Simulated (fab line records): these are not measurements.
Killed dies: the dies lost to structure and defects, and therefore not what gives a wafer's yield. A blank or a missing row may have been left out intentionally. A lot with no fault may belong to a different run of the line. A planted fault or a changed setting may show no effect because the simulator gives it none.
fab line records	flow sky130
record lots=14	wafers=39	last-day=50
route steps=708 shown FIELD_ISO@5 NWELL@75 VT_ADJUST_HVTP@95 PAD_OPEN@708
lots that met no fault: from a run of the same line without faults
start-h: start of the lot's first displayed wafer, in hours after the record's first day	wait-h: time in hours since the lot's previous step	" identical to the entry in the row above	L1.1+2: a single row standing in for several wafers	- no value, or no start was given	* or withheld: withheld	< > ~ a bound
route shown NAME@n: NAME is a module with steps in the file, n the number in the route of the first one	usual: mean and standard deviation over wafers with no fault	same: alike in all rows	chamber/n: place in a boat	sites: per-site readings	_std_site: the standard deviation of these	_edge_site: the outer-site mean with the inner-site mean subtracted	radius-mm: for every site, how far away it sits from the centre of the wafer	mask NAME#n: copy n	behind: tool/chamber where the wafer was last shaped	hold: what put the lot on hold/how long, in hours/how the hold closed	device: the transistor (n, p or np) that didn't switch	end of line: tests of these same wafers at the route's end	where a step has no rows: the recipe by itself	killed: dies that structure and defects cost at the first sort, which is not the same as the wafer's yield	map: shows each die of a wafer: x if killed, . if not, _ if none is there
set.NAME: setting as actually run; set.NAME@STEP: the setting as run at that earlier step	model.NAME: the simulator's own value behind a step, which no gauge read
one table for each step of the route and one row for each wafer, over a sample of lots
services: when a tool's chamber went out of use (start-h, in hours from the record's first day, below 0 if earlier), for how many hours, and the reason
## steps
# step SKY_FIELD_ISO_THK_MEAS_04
# recipe reads=Si3N4_of_FIELD_ISO_CVD_03
# usual FIELD_ISO_CVD_03_THK=165.4/1.8
lot.wafer	tool	chamber	start-h	wait-h	FIELD_ISO_CVD_03_THK[nm]
L882.3	film-metro-01	-	14.21	0.0	165.8
L882.4	"	-	"	"	164.9
L882.5	"	-	"	"	166.0
L883.1	film-metro-03	-	19.18	0.0	165.5
L883.4	"	-	"	"	166.1
L883.6	"	-	"	"	164.5
L885.1	film-metro-03	-	29.46	0.0	167.4
L885.5	"	-	"	"	167.6
L885.6	"	-	"	"	167.7
L886.1	film-metro-03	-	33.73	0.0	166.0
L886.3	"	-	"	"	164.8
L886.6	"	-	"	"	167.1
L887.1	film-metro-02	-	39.70	0.0	164.8
L887.4	"	-	"	"	167.2
L887.6	"	-	"	"	166.7
L888.1	film-metro-02	-	43.91	0.0	166.3
L888.3	"	-	"	"	165.3
L888.5	"	-	"	"	165.5
L889.2	film-metro-03	-	48.49	0.0	166.6
L889.3	"	-	"	"	167.1
L889.6	"	-	"	"	165.7
L890.2	film-metro-01	-	53.49	0.0	166.7
L890.4	"	-	"	"	166.2
L890.6	"	-	"	"	165.9
L892.2	film-metro-02	-	63.49	0.0	164.5
L892.3	"	-	"	"	164.8
L892.5	"	-	"	"	162.3
L897.5	film-metro-03	-	90.27	0.0	165.1
L897.6	"	-	"	"	164.5
L899.1	film-metro-01	-	98.48	0.0	159.7
L899.6	"	-	"	"	159.1
L900.1	film-metro-02	-	103.48	0.0	166.9
L900.5	"	-	"	"	165.3
L903.1	film-metro-03	-	119.39	0.0	166.3
L903.3	"	-	"	"	165.5
L903.5	"	-	"	"	165.2
L905.2	film-metro-02	-	128.49	0.0	161.3
L905.3	"	-	"	"	162.2
L905.5	"	-	"	"	161.8
# step SKY_FIELD_ISO_THK_MEAS_23
# recipe reads=SiO2_of_FIELD_ISO_OXIDATION_22
# usual FIELD_ISO_OXIDATION_01_THK=9.98/0.17
lot.wafer	tool	chamber	start-h	wait-h	FIELD_ISO_OXIDATION_01_THK[nm]
L882.3	film-metro-03	-	30.39	0.0	9.89
L882.4	"	-	"	"	9.97
L882.5	"	-	"	"	9.87
L883.1	film-metro-02	-	35.74	0.0	9.81
L883.4	"	-	"	"	10.16
L883.6	"	-	"	"	9.87
L885.1	film-metro-03	-	46.89	0.0	9.88
L885.5	"	-	"	"	9.93
L885.6	"	-	"	"	10.00
L886.1	film-metro-02	-	52.06	0.0	9.60
L886.3	"	-	"	"	9.81
L886.6	"	-	"	"	9.69
L887.1	film-metro-02	-	58.08	0.0	9.89
L887.4	"	-	"	"	9.88
L887.6	"	-	"	"	9.94
L888.1	film-metro-03	-	62.35	0.0	9.87
L888.3	"	-	"	"	9.87
L888.5	"	-	"	"	9.91
L889.2	film-metro-02	-	67.53	0.0	9.91
L889.3	"	-	"	"	9.94
L889.6	"	-	"	"	9.82
L890.2	film-metro-03	-	72.70	0.0	10.02
L890.4	"	-	"	"	10.05
L890.6	"	-	"	"	10.01
L892.2	film-metro-02	-	84.74	0.0	10.03
L892.3	"	-	"	"	9.92
L892.5	"	-	"	"	9.92
L897.5	film-metro-01	-	109.23	0.0	10.36
L897.6	"	-	"	"	10.59
L899.1	film-metro-03	-	117.92	0.0	10.08
L899.6	"	-	"	"	10.17
L900.1	film-metro-01	-	123.75	0.0	10.10
L900.5	"	-	"	"	10.00
L903.1	film-metro-03	-	140.57	0.0	9.95
L903.3	"	-	"	"	9.95
L903.5	"	-	"	"	10.09
L905.2	film-metro-01	-	149.33	0.0	9.87
L905.3	"	-	"	"	9.62
L905.5	"	-	"	"	10.04
# step SKY_NWELL_DEVELOP_22
# recipe wall-angle-deg=90	developer=TMAH	develop-time-s=60	dev-temp-c=23
lot.wafer	tool	chamber	start-h	wait-h
L882.3+4+5	litho-track-01	0	101	-
L883.1+4+6	litho-track-03	0	107	-
L885.1+5+6	litho-track-02	0	119	-
L886.1+3+6	litho-track-01	0	126	-
L887.1+4+6	litho-track-02	0	132	-
L888.1+3+5	litho-track-01	0	138	-
L889.2+3+6	litho-track-02	0	142	-
L890.2+4+6	litho-track-02	0	148	-
L892.2+3+5	litho-track-02	0	162	-
L897.5+6	litho-track-02	0	190	-
L899.1+6	litho-track-02	0	200	-
L900.1+5	litho-track-02	0	205	-
L903.1+3+5	litho-track-03	0	225	-
L905.2+3+5	litho-track-03	0	234	-
# step SKY_NWELL_OVL_MEAS_23
# usual NWELL_01_OVL=0.1/1.2
lot.wafer	tool	chamber	start-h	wait-h	NWELL_01_OVL[nm]
L882.3	overlay-02	-	101.56	-	1.6
L882.4	"	-	"	"	0.3
L882.5	"	-	"	"	0.0
L883.1	overlay-01	-	107.47	-	-1.2
L883.4	"	-	"	"	0.4
L883.6	"	-	"	"	-0.5
L885.1	overlay-02	-	119.57	-	0.1
L885.5	"	-	"	"	-0.5
L885.6	"	-	"	"	0.6
L886.1	overlay-01	-	126.75	-	1.7
L886.3	"	-	"	"	1.6
L886.6	"	-	"	"	2.4
L887.1	overlay-02	-	132.77	-	-0.7
L887.4	"	-	"	"	-0.7
L887.6	"	-	"	"	-0.1
L888.1	overlay-02	-	138.50	-	-0.2
L888.3	"	-	"	"	-1.0
L888.5	"	-	"	"	1.8
L889.2	overlay-01	-	142.53	-	0.4
L889.3	"	-	"	"	-2.4
L889.6	"	-	"	"	-0.1
L890.2	overlay-01	-	148.38	-	-0.1
L890.4	"	-	"	"	0.7
L890.6	"	-	"	"	-0.2
L892.2	overlay-01	-	162.93	-	1.0
L892.3	"	-	"	"	0.6
L892.5	"	-	"	"	0.8
L897.5	overlay-01	-	190.95	-	2.5
L897.6	"	-	"	"	-
L899.1	overlay-01	-	201.07	-	-
L899.6	"	-	"	"	-
L900.1	overlay-01	-	205.42	-	-
L900.5	"	-	"	"	0.5
L903.1	overlay-02	-	225.47	-	-2.5
L903.3	"	-	"	"	-2.5
L903.5	"	-	"	"	-0.5
L905.2	overlay-02	-	234.72	-	-1.6
L905.3	"	-	"	"	0.8
L905.5	"	-	"	"	0.4
# step SKY_VT_ADJUST_HVTP_STRIP_10
# recipe chemistry=O2/N2	power-w=1400	pressure-mtorr=1500	platen-temp-c=withheld	o2-flow-sccm=3000	n2-flow-sccm=300	overash-fraction=0.5
# usual chamber-pressure-mTorr=1500.0/1.4	drypump-motor-current-A=5.7/0.42	oes-product-au=0.715/0.0047	strip-time-to-endpoint-s=14.18/0.037
lot.wafer	tool	chamber	start-h	wait-h	chamber-pressure-mTorr	drypump-motor-current-A	oes-product-au	rf-hours-counter-h	strip-time-to-endpoint-s
L882.3	plasma-asher-02	0	120.34	0.1	1497.8	6.1	0.710	-	14.14
L882.4	"	1	"	"	1499.4	5.4	0.713	-	14.17
L882.5	"	1	"	"	1501.3	5.5	0.724	-	14.13
L883.1	plasma-asher-03	0	126.40	0.1	1501.2	5.7	0.717	1	14.20
L883.4	"	0	"	"	1498.6	5.8	0.724	-	14.13
L883.6	"	1	"	"	1501.0	5.7	0.715	-	14.20
L885.1	plasma-asher-02	1	139.62	0.1	1498.5	5.5	0.707	33	14.19
L885.5	"	1	"	"	1501.2	5.4	0.712	-	14.21
L885.6	"	0	"	"	1500.7	6.1	0.717	-	14.19
L886.1	plasma-asher-02	0	145.97	0.1	1500.1	6.1	0.710	34	14.15
L886.3	"	1	"	"	1500.1	5.4	0.721	-	14.11
L886.6	"	1	"	"	1501.8	5.5	0.714	-	14.13
L887.1	plasma-asher-02	0	152.64	0.1	1497.2	6.1	0.716	34	14.17
L887.4	"	1	"	"	1501.1	5.5	0.719	-	14.18
L887.6	"	1	"	"	1500.3	5.5	0.718	-	14.22
L888.1	plasma-asher-02	1	158.20	0.1	1499.1	5.5	0.713	35	14.14
L888.3	"	0	"	"	1499.8	6.1	0.721	-	14.12
L888.5	"	1	"	"	1501.5	5.5	0.712	-	14.15
L889.2	plasma-asher-01	1	162.62	0.1	1498.5	5.0	0.714	43	14.10
L889.3	"	0	"	"	1498.7	6.4	0.718	-	14.16
L889.6	"	0	"	"	1499.7	6.3	0.718	-	14.12
L890.2	plasma-asher-02	0	167.64	0.1	1498.4	6.1	0.709	36	14.24
L890.4	"	0	"	"	1500.8	6.1	0.720	-	14.21
L890.6	"	0	"	"	1499.9	6.1	0.717	-	14.24
L892.2	plasma-asher-03	1	183.40	0.1	1499.2	5.7	0.712	7	14.21
L892.3	"	1	"	"	1500.4	5.7	0.719	-	14.20
L892.5	"	0	"	"	1498.3	5.8	0.712	-	14.21
L897.5	plasma-asher-02	1	211.57	0.1	1499.2	5.4	0.716	-	14.09
L897.6	"	0	"	"	1498.8	6.1	0.715	-	14.12
L899.1	plasma-asher-03	1	222.35	0.1	1499.9	5.7	0.710	10	14.25
L899.6	"	1	"	"	1499.0	5.7	0.720	-	14.19
L900.1	plasma-asher-03	0	227.14	0.1	1500.0	5.7	0.720	11	14.23
L900.5	"	0	"	"	1499.5	5.7	0.711	-	14.23
L903.1	plasma-asher-02	1	248.32	0.1	1501.7	5.5	0.715	44	14.19
L903.3	"	0	"	"	1498.6	6.1	0.711	-	14.20
L903.5	"	0	"	"	1498.9	6.1	0.712	-	14.19
L905.2	plasma-asher-03	0	257.87	0.1	1501.9	5.8	0.715	14	14.16
L905.3	"	0	"	"	1502.0	5.7	0.715	-	14.19
L905.5	"	0	"	"	1498.6	5.8	0.723	-	14.17
# step SKY_PAD_OPEN_PROBE_99
# usual killed_at_M0_to_M3=42/7.4	killed_at_M4_up=3.4/1.8	killed-at-contacts=25/5.4	killed-at-front-end=15/4.4	killed-at-other=0.2/0.52	killed-dies=86/9.3	killed-on-rim=17/3.9	killed-open=47/7.6	killed-short=39/6.5
# same gross-dies=492	killed-at-back-side=0
lot.wafer	tool	chamber	start-h	wait-h	killed_at_M0_to_M3	killed_at_M4_up	killed-at-contacts	killed-at-front-end	killed-at-other	killed-dies	killed-on-rim	killed-open	killed-short
L882.3	prober-02	-	1072.08	0.2	58	1	24	14	0	97	20	52	45
L882.4	prober-02	-	1072.13	0.2	47	1	22	18	0	88	17	45	43
L882.5	prober-02	-	1072.18	0.2	57	4	24	10	0	95	24	50	45
L883.1	prober-01	-	1072.98	0.1	41	4	21	17	0	83	13	50	33
L883.4	prober-01	-	1073.13	0.2	53	2	23	19	0	97	20	57	40
L883.6	prober-01	-	1073.23	0.2	41	3	19	19	1	83	12	44	39
L885.1	prober-01	-	1087.99	0.1	41	6	25	14	1	87	20	43	44
L885.5	prober-01	-	1088.19	0.2	48	4	15	8	0	75	16	37	38
L885.6	prober-01	-	1088.24	0.2	33	6	23	13	0	75	15	44	31
L886.1	prober-02	-	1090.45	0.1	37	3	17	18	0	75	15	33	42
L886.3	prober-02	-	1090.55	0.2	36	2	25	21	0	84	19	51	33
L886.6	prober-02	-	1090.70	0.2	40	7	30	13	1	91	18	54	37
L887.1	prober-01	-	1099.96	0.1	41	2	25	15	0	83	18	50	33
L887.4	prober-01	-	1100.11	0.2	53	5	15	16	0	89	15	42	47
L887.6	prober-01	-	1100.21	0.2	38	7	31	14	0	90	24	56	34
L888.1	prober-02	-	1101.80	0.1	40	1	26	17	0	84	17	47	37
L888.3	prober-02	-	1101.90	0.2	40	1	28	20	0	89	14	50	39
L888.5	prober-02	-	1102.00	0.2	39	3	26	13	0	81	16	44	37
L889.2	prober-01	-	1112.17	0.1	44	1	18	17	0	80	11	40	40
L889.3	prober-01	-	1112.22	0.2	47	3	27	24	0	101	23	50	51
L889.6	prober-01	-	1112.37	0.2	43	3	38	17	0	101	20	61	40
L890.2	prober-02	-	1113.67	0.1	43	4	30	3	0	80	13	51	29
L890.4	prober-02	-	1113.77	0.2	42	3	27	17	0	89	20	44	45
L890.6	prober-02	-	1113.87	0.2	45	5	26	15	0	91	18	47	44
L892.2	prober-02	-	1128.70	0.1	45	3	19	12	1	80	10	41	39
L892.3	prober-02	-	1128.75	0.2	42	3	24	14	0	83	16	39	44
L892.5	prober-02	-	1128.85	0.2	36	5	20	17	0	78	17	34	44
L897.5	prober-02	-	1152.38	0.2	31	4	30	17	0	82	18	46	36
L897.6	prober-02	-	1152.43	0.2	32	2	21	437	0	492	96	39	34
L899.1	prober-02	-	1160.84	0.1	41	3	26	422	0	492	96	53	30
L899.6	prober-02	-	1161.09	0.2	37	7	22	425	1	492	96	37	38
L900.1	prober-01	-	1166.49	0.1	51	2	34	405	0	492	96	69	28
L900.5	prober-01	-	1166.69	0.2	38	1	34	19	0	92	14	56	36
L903.1	prober-02	-	1186.65	0.1	29	0	21	13	1	64	11	40	24
L903.3	prober-02	-	1186.75	0.2	49	4	21	12	0	86	14	45	41
L903.5	prober-02	-	1186.85	0.2	35	3	23	17	2	80	18	41	39
L905.2	prober-02	-	1191.60	0.1	52	2	20	19	0	93	22	52	41
L905.3	prober-02	-	1191.65	0.2	44	3	18	14	0	79	12	45	34
L905.5	prober-02	-	1191.75	0.2	43	1	27	19	1	91	18	46	45
# killed by level:class
L882.3 VIA2:geometric-particle:open=11 CONTACT:geometric-particle:open=9 METAL1:geometric-particle:short=9 VIA1:geometric-particle:open=7 VIA3:geometric-particle:short=6 FIELD_ISO:geometric-particle:open=5 VIA2:geometric-particle:short=5 VIA3:geometric-particle:open=5
L882.4 METAL1:geometric-particle:short=12 FIELD_ISO:geometric-particle:open=11 VIA1:geometric-particle:open=8 METAL2:geometric-particle:short=7 VIA3:geometric-particle:open=7 CONTACT:geometric-particle:short=6 LI_CONTACT:geometric-particle:open=5 CONTACT:geometric-particle:open=5
L882.5 METAL2:geometric-particle:short=11 VIA3:geometric-particle:open=11 CONTACT:geometric-particle:open=9 VIA1:geometric-particle:short=7 VIA1:geometric-particle:open=7 LI_CONTACT:geometric-particle:open=6 METAL1:geometric-particle:short=6 VIA2:geometric-particle:open=5
L883.1 VIA1:geometric-particle:open=14 VIA3:geometric-particle:open=11 CONTACT:geometric-particle:open=9 POLY_GATE:geometric-particle:short=6 FIELD_ISO:geometric-particle:open=4 LI_CONTACT:geometric-particle:short=4 METAL2:geometric-particle:short=4 FIELD_ISO:geometric-particle:short=3
L883.4 VIA1:geometric-particle:open=18 CONTACT:geometric-particle:open=10 FIELD_ISO:geometric-particle:open=9 LOCAL_INTERCONNECT:geometric-particle:short=6 VIA3:geometric-particle:open=6 METAL1:geometric-particle:short=5 VIA2:geometric-particle:open=5 FIELD_ISO:geometric-particle:short=4
L883.6 VIA1:geometric-particle:open=10 FIELD_ISO:geometric-particle:open=7 VIA1:geometric-particle:short=7 LI_CONTACT:geometric-particle:open=6 VIA2:geometric-particle:open=6 FIELD_ISO:geometric-particle:short=5 CONTACT:geometric-particle:open=5 VIA3:geometric-particle:open=4
L885.1 CONTACT:geometric-particle:open=10 VIA1:geometric-particle:open=8 VIA2:geometric-particle:open=8 METAL2:geometric-particle:short=6 LI_CONTACT:geometric-particle:open=6 METAL1:geometric-particle:short=6 POLY_GATE:geometric-particle:short=5 VIA1:geometric-particle:short=5
L885.5 VIA1:geometric-particle:open=12 METAL1:geometric-particle:short=10 VIA1:geometric-particle:short=5 VIA2:geometric-particle:open=5 LI_CONTACT:geometric-particle:open=4 CONTACT:geometric-particle:short=4 CONTACT:geometric-particle:open=4 POLY_GATE:geometric-particle:open=3
L885.6 VIA1:geometric-particle:open=9 VIA3:geometric-particle:open=6 LI_CONTACT:geometric-particle:open=6 CONTACT:geometric-particle:open=6 CONTACT:geometric-particle:short=5 VIA2:geometric-particle:open=5 METAL1:geometric-particle:short=4 METAL4:geometric-particle:short=4
L886.1 METAL2:geometric-particle:short=8 VIA1:geometric-particle:open=7 POLY_GATE:geometric-particle:open=6 CONTACT:geometric-particle:short=6 VIA2:geometric-particle:open=5 LOCAL_INTERCONNECT:geometric-particle:short=4 VIA2:geometric-particle:short=4 SPACER:geometric-particle:open=3
L886.3 CONTACT:geometric-particle:open=10 VIA2:geometric-particle:open=8 FIELD_ISO:geometric-particle:open=6 POLY_GATE:geometric-particle:short=6 LOCAL_INTERCONNECT:geometric-particle:short=6 VIA1:geometric-particle:open=6 VIA3:geometric-particle:open=6 LOCAL_INTERCONNECT:geometric-particle:open=5
L886.6 CONTACT:geometric-particle:open=16 VIA1:geometric-particle:open=12 VIA3:geometric-particle:open=8 METAL1:geometric-particle:short=6 METAL4:geometric-particle:short=6 LI_CONTACT:geometric-particle:short=4 FIELD_ISO:geometric-particle:short=4 FIELD_ISO:geometric-particle:open=4
L887.1 CONTACT:geometric-particle:open=11 VIA1:geometric-particle:open=10 VIA1:geometric-particle:short=7 VIA3:geometric-particle:open=6 VIA2:geometric-particle:open=6 METAL2:geometric-particle:short=6 FIELD_ISO:geometric-particle:short=5 FIELD_ISO:geometric-particle:open=5
L887.4 VIA1:geometric-particle:open=9 VIA1:geometric-particle:short=9 METAL1:geometric-particle:short=7 VIA3:geometric-particle:open=7 METAL2:geometric-particle:short=6 VIA2:geometric-particle:open=6 FIELD_ISO:geometric-particle:short=5 POLY_GATE:geometric-particle:short=5
L887.6 CONTACT:geometric-particle:open=17 VIA1:geometric-particle:open=11 METAL4:geometric-particle:short=6 LI_CONTACT:geometric-particle:open=5 VIA3:geometric-particle:open=5 METAL2:geometric-particle:short=5 METAL1:geometric-particle:short=4 VIA1:geometric-particle:short=4
L888.1 CONTACT:geometric-particle:open=15 METAL1:geometric-particle:short=7 METAL2:geometric-particle:short=7 VIA1:geometric-particle:open=6 LI_CONTACT:geometric-particle:open=5 FIELD_ISO:geometric-particle:short=4 VIA3:geometric-particle:open=4 VIA3:geometric-particle:short=4
L888.3 LI_CONTACT:geometric-particle:open=12 VIA1:geometric-particle:open=11 CONTACT:geometric-particle:open=8 METAL2:geometric-particle:short=8 POLY_GATE:geometric-particle:short=6 VIA2:geometric-particle:open=6 FIELD_ISO:geometric-particle:short=5 VIA3:geometric-particle:open=5
L888.5 LI_CONTACT:geometric-particle:open=9 CONTACT:geometric-particle:open=7 VIA1:geometric-particle:open=7 LOCAL_INTERCONNECT:geometric-particle:short=6 METAL1:geometric-particle:short=6 VIA2:geometric-particle:open=6 VIA3:geometric-particle:open=5 FIELD_ISO:geometric-particle:short=4
L889.2 METAL1:geometric-particle:short=9 VIA1:geometric-particle:open=9 FIELD_ISO:geometric-particle:open=8 VIA3:geometric-particle:short=6 VIA1:geometric-particle:short=5 CONTACT:geometric-particle:open=5 LI_CONTACT:geometric-particle:open=4 LOCAL_INTERCONNECT:geometric-particle:short=4
L889.3 LI_CONTACT:geometric-particle:open=11 CONTACT:geometric-particle:open=11 FIELD_ISO:geometric-particle:short=9 METAL2:geometric-particle:short=9 VIA1:geometric-particle:short=7 VIA1:geometric-particle:open=7 VIA3:geometric-particle:open=7 METAL1:geometric-particle:short=5
L889.6 LI_CONTACT:geometric-particle:open=14 VIA1:geometric-particle:open=12 VIA3:geometric-particle:open=10 CONTACT:geometric-particle:short=8 CONTACT:geometric-particle:open=7 LOCAL_INTERCONNECT:geometric-particle:short=5 VIA2:geometric-particle:open=5 METAL1:geometric-particle:short=4
L890.2 LI_CONTACT:geometric-particle:open=11 VIA1:geometric-particle:open=11 CONTACT:geometric-particle:open=9 CONTACT:geometric-particle:short=7 VIA3:geometric-particle:open=7 METAL2:geometric-particle:short=6 VIA2:geometric-particle:open=6 VIA1:geometric-particle:short=4
L890.4 CONTACT:geometric-particle:short=9 VIA1:geometric-particle:open=9 VIA3:geometric-particle:open=8 CONTACT:geometric-particle:open=7 VIA1:geometric-particle:short=7 POLY_GATE:geometric-particle:open=5 LI_CONTACT:geometric-particle:open=5 METAL2:geometric-particle:short=5
L890.6 VIA2:geometric-particle:open=10 VIA1:geometric-particle:open=8 CONTACT:geometric-particle:open=7 LI_CONTACT:geometric-particle:open=6 METAL2:geometric-particle:short=6 LOCAL_INTERCONNECT:geometric-particle:short=5 CONTACT:geometric-particle:short=5 POLY_GATE:geometric-particle:short=4
L892.2 VIA1:geometric-particle:open=15 VIA1:geometric-particle:short=7 CONTACT:geometric-particle:short=7 VIA2:geometric-particle:open=7 FIELD_ISO:geometric-particle:short=5 LI_CONTACT:geometric-particle:open=5 METAL2:geometric-particle:short=5 LOCAL_INTERCONNECT:geometric-particle:short=4
L892.3 CONTACT:geometric-particle:open=10 METAL1:geometric-particle:short=9 METAL2:geometric-particle:short=9 VIA1:geometric-particle:open=7 VIA2:geometric-particle:open=7 FIELD_ISO:geometric-particle:short=5 FIELD_ISO:geometric-particle:open=4 LI_CONTACT:geometric-particle:short=4
L892.5 VIA1:geometric-particle:open=8 VIA1:geometric-particle:short=7 CONTACT:geometric-particle:short=6 METAL2:geometric-particle:short=6 POLY_GATE:geometric-particle:short=5 CONTACT:geometric-particle:open=5 LOCAL_INTERCONNECT:geometric-particle:short=4 VIA2:geometric-particle:open=4
L897.5 LI_CONTACT:geometric-particle:open=10 CONTACT:geometric-particle:open=8 VIA1:geometric-particle:open=8 FIELD_ISO:geometric-particle:short=6 METAL1:geometric-particle:short=6 LOCAL_INTERCONNECT:geometric-particle:short=5 FIELD_ISO:geometric-particle:open=4 CONTACT:geometric-particle:short=4
L897.6 NWELL:area-develop=419 VIA1:geometric-particle:open=11 FIELD_ISO:geometric-particle:short=7 FIELD_ISO:geometric-particle:open=6 METAL1:geometric-particle:short=6 LI_CONTACT:geometric-particle:open=5 CONTACT:geometric-particle:short=4 LOCAL_INTERCONNECT:geometric-particle:short=4
L899.1 NWELL:area-develop=409 VIA2:geometric-particle:open=10 LI_CONTACT:geometric-particle:open=8 CONTACT:geometric-particle:open=7 VIA1:geometric-particle:open=7 POLY_GATE:geometric-particle:open=6 VIA3:geometric-particle:open=6 POLY_GATE:geometric-particle:short=4
L899.6 NWELL:area-develop=417 VIA1:geometric-particle:open=12 LOCAL_INTERCONNECT:geometric-particle:short=6 FIELD_ISO:geometric-particle:short=5 VIA3:geometric-particle:open=5 CONTACT:geometric-particle:open=5 METAL4:geometric-particle:short=5 METAL1:geometric-particle:short=5
L900.1 NWELL:area-develop=395 VIA1:geometric-particle:open=18 CONTACT:geometric-particle:open=15 LI_CONTACT:geometric-particle:open=12 VIA1:geometric-particle:short=7 VIA2:geometric-particle:open=7 VIA3:geometric-particle:open=7 POLY_GATE:geometric-particle:short=3
L900.5 CONTACT:geometric-particle:open=12 LI_CONTACT:geometric-particle:open=11 VIA2:geometric-particle:open=10 VIA1:geometric-particle:open=7 METAL1:geometric-particle:short=6 VIA3:geometric-particle:open=6 FIELD_ISO:geometric-particle:short=5 FIELD_ISO:geometric-particle:open=5
L903.1 VIA2:geometric-particle:open=8 LI_CONTACT:geometric-particle:open=7 CONTACT:geometric-particle:open=7 VIA3:geometric-particle:open=5 FIELD_ISO:geometric-particle:short=4 CONTACT:geometric-particle:short=4 VIA1:geometric-particle:open=3 VIA1:geometric-particle:short=3
L903.3 VIA1:geometric-particle:open=9 VIA2:geometric-particle:open=9 CONTACT:geometric-particle:short=7 VIA3:geometric-particle:open=7 METAL1:geometric-particle:short=5 CONTACT:geometric-particle:open=5 FIELD_ISO:geometric-particle:open=4 VIA2:geometric-particle:short=4
L903.5 CONTACT:geometric-particle:open=12 VIA2:geometric-particle:open=9 METAL2:geometric-particle:short=8 FIELD_ISO:geometric-particle:short=4 POLY_GATE:geometric-particle:short=4 LI_CONTACT:geometric-particle:open=4 CONTACT:geometric-particle:short=4 METAL1:geometric-particle:short=4
L905.2 VIA1:geometric-particle:open=11 POLY_GATE:geometric-particle:open=7 LI_CONTACT:geometric-particle:open=7 METAL2:geometric-particle:short=7 VIA2:geometric-particle:open=7 CONTACT:geometric-particle:open=6 VIA1:geometric-particle:short=6 POLY_GATE:geometric-particle:short=5
L905.3 LI_CONTACT:geometric-particle:open=9 VIA2:geometric-particle:open=8 VIA1:geometric-particle:open=8 FIELD_ISO:geometric-particle:short=6 METAL2:geometric-particle:short=6 VIA1:geometric-particle:short=5 VIA3:geometric-particle:open=5 POLY_GATE:geometric-particle:open=4
L905.5 VIA3:geometric-particle:open=14 LI_CONTACT:geometric-particle:open=8 VIA1:geometric-particle:open=8 POLY_GATE:geometric-particle:short=7 CONTACT:geometric-particle:open=7 LI_CONTACT:geometric-particle:short=5 CONTACT:geometric-particle:short=5 VIA1:geometric-particle:short=5
## services
tool	chamber	start-h	hours	kind
plasma-asher-03	-	80.34	2.8	pm
plasma-asher-03	-	108.75	9.0	pm
plasma-asher-03	0	108.75	9.0	vent-cycle
plasma-asher-03	1	108.75	9.0	vent-cycle
plasma-asher-03	0	117.75	-	clean
plasma-asher-03	1	117.75	-	clean
plasma-asher-01	-	121.35	14.6	pm
plasma-asher-03	-	159.55	1.3	repair
plasma-asher-01	-	177.14	4.3	pm
plasma-asher-03	-	210.47	2.5	repair
## key
first-sign step=SKY_NWELL_OVL_MEAS_23	reading=NWELL_01_OVL	direction=missing
effect step=SKY_PAD_OPEN_PROBE_99	reading=killed-at-front-end	direction=up	sigmas=92	usual=15	struck=422
more-kills-born-at SKY_NWELL_DEVELOP_22@litho-track-02=1640
met-at SKY_NWELL_DEVELOP_22
struck-lots L897,L899,L900
struck-wafers L897.6,L899.1,L899.6,L900.1
tester-left-out L897,L899,L900
not-acting-at SKY_FIELD_ISO_THK_MEAS_04,SKY_FIELD_ISO_THK_MEAS_23,SKY_VT_ADJUST_HVTP_STRIP_10
onset-between 162 190
fault kind=process-parameter-drift	tool=litho-track-02	chamber=-	onset-h=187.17	steps=SKY_NWELL_DEVELOP_22	channel=develop-time-s	offset=*	shape=step	end-h=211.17	scope=struck-wafers-only	acts-in=*	stated=*
# tester-left-out: of these lots the tester's yield and bins aren't shown, on N5 and GAA mostly nor the transistor test; their killed dies are dies lost to structure and defects alone, not to doping, threshold or leakage, so they don't give the yield
